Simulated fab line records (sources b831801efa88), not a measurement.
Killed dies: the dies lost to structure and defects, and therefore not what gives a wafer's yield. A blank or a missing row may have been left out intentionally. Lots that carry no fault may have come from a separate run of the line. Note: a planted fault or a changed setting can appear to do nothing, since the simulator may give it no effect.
What tool caused it? | flow gf180mcu | 7 lots, 21 wafers sampled, at 2 steps of a route of 602

## WHAT THE GAUGES READ, wafer by wafer
GF_STI_CD_MEAS_12: target cd 220 nm.
lot  | measured    | on        | cd nm (nm)
L659 | day 2 11:53 | cd sem-01 | 221.9 220.5 220.9
L662 | day 3 03:47 | cd sem-01 | - - -
L664 | day 3 14:26 | cd sem-01 | - - -
L672 | day 5 08:35 | cd sem-01 | 220.8 219.8 220.5
L674 | day 5 16:47 | cd sem-02 | 220.5 219.9 218.9
L676 | day 6 05:04 | cd sem-01 | 221.4 222.0 220.5
L679 | day 6 19:59 | cd sem-02 | 220.9 221.0 221.6

## WHAT TOOL EACH LOT RAN ON (gives the tool, then ch and the chambers of the sampled wafers, and finally the start)
lot  | GF_STI_DEVELOP_11
L659 | litho track-02 ch 0, day 2 11:44
L662 | litho track-04, day 3 03:38
L664 | litho track-02, day 3 14:17
L672 | litho track-04 ch 0, day 5 08:26
L674 | litho track-02 ch 0, day 5 16:39
L676 | litho track-04 ch 0, day 6 04:55
L679 | litho track-04 ch 0, day 6 19:50
- GF_STI_DEVELOP_11: develop time 60 s.

## THE ANSWER, worked out from the rows above alone
Rule: usual is defined by the lots themselves. Put in order of their means at a reading, lots are off if they are a third of the lots or fewer, leave a main group of 4 or more, and stand apart from it by a gap of 3 or more times the standard deviation of the main group's means; of several such gaps the widest counts. Not used: any main group whose means are identical at the precision the tables above print for the reading. Also off: a lot with no number at a reading for which 4 or more lots have one. All remaining lots with rows at the step are treated as sound.
Off: L662, L664, at GF_STI_CD_MEAS_12 (cd nm). Without a number there: L662, L664. The main group has a mean of 220.7 nm with a standard deviation of 0.59.
A tool fits if, at a process step before that reading, it ran every lot that is off, and no sound lot after the first of them. The gauges at GF_STI_CD_MEAS_12 are tried like those tools. None of those tried fits.

## WHAT THE SIMULATOR HAD PUT IN
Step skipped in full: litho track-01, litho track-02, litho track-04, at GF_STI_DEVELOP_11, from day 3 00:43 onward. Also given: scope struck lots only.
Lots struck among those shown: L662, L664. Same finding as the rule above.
